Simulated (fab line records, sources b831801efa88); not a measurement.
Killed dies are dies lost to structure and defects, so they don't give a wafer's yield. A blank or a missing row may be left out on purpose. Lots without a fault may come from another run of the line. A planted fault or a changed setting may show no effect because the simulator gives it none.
One fault seen from 2 desks | flow gf180mcu | each desk has only its own numbers; what lay behind them comes last

THE TOOL OWNER'S DESK: pecvd-04
The tool's own readings at GF_PASSIVATION_CVD_00 (deposits SiO2 from TEOS, target thk 1000 nm, time 111.95 s): means of the sampled wafers that have a number, for each lot that ran on this tool. A lot is out of limits, marked OUT, if its mean lies more than 4 standard deviations from the usual mean; the brackets give that distance.
Columns: A = heater_power_w at GF_PASSIVATION_CVD_00, usual 677 W; B = rf_fwd_power_W at GF_PASSIVATION_CVD_00, usual 596.4 W; C = run_length_s at GF_PASSIVATION_CVD_00, usual 139.9 s
lot  | first seen here | A   | B     | C
L743 | day 28 03:02    | 628 | 593.9 | 139.7
L747 | day 29 08:05    | 667 | 597.4 | 139.6
L748 | day 29 15:53    | 745 | 597.8 | 139.5
L749 | day 30 03:20    | 704 | 594.9 | 139.6
L751 | day 30 13:02    | 650 | 595.2 | 145.8 (+9.9) OUT
L752 | day 31 02:59    | 682 | 596.1 | 145.6 (+9.5) OUT
L764 | day 33 16:53    | 691 | 595.1 | 139.2
This desk's finding: out of limits on L751, L752; first on L751, day 30 13:02 (run_length_s at GF_PASSIVATION_CVD_00). In limits: L743, L747, L748, L749, L764.

THE METROLOGY DESK
What the gauges read, lot by lot, whatever tool the lot ran on: means of the sampled wafers that have a number. A lot is out of limits, marked OUT, if its mean lies more than 4 standard deviations from the usual mean; the brackets give that distance.
Columns: A = M4_ALCU_THK at GF_M4_THK_MEAS_06, usual 446 nm; B = M4_OVL at GF_M4_OVL_MEAS_15, usual 4 nm; C = PASSIVATION_CVD_00_THK at GF_PASSIVATION_THK_MEAS_01, usual 992 nm
lot  | first seen here | A   | B  | C
L743 | day 22 09:59    | 449 | 9  | 983
L745 | day 22 23:15    | 449 | 4  | 987
L747 | day 23 20:47    | 438 | 2  | 990
L748 | day 24 07:07    | 451 | 0  | 1000
L749 | day 24 19:59    | 447 | 3  | 992
L751 | day 25 07:55    | 447 | 4  | 1055 (+4.9) OUT
L752 | day 25 21:19    | 436 | 2  | 1049 (+4.4) OUT
L754 | day 26 08:16    | 450 | 0  | 990
L756 | day 26 21:58    | 443 | 1  | 984
L761 | day 28 05:08    | 441 | -1 | 997
L764 | day 29 00:12    | 450 | 4  | 1000
L765 | day 29 08:29    | 445 | 7  | 977
This desk's finding: out of limits on L751, L752; first on L751, day 30 13:07 (PASSIVATION_CVD_00_THK at GF_PASSIVATION_THK_MEAS_01). In limits: L743, L745, L747, L748, L749, L754, L756, L761, L764, L765.

PUT TOGETHER
The tool owner's desk could have raised an alarm at day 30 13:02, on L751, L752.
The metrology desk could have raised an alarm at day 30 13:07, on L751, L752.
Of the lots named, all ran GF_PASSIVATION_CVD_00 on pecvd-04.

WHAT THE SIMULATOR HAD PUT IN
Process parameter drift: pecvd-04, from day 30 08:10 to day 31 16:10, at GF_PASSIVATION_CVD_00. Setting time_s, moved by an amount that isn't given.
Lots struck among those shown: L751, L752.
Hours from the fault's start to each desk's first reading out of limits: the tool owner's desk, 5; the metrology desk, 5.
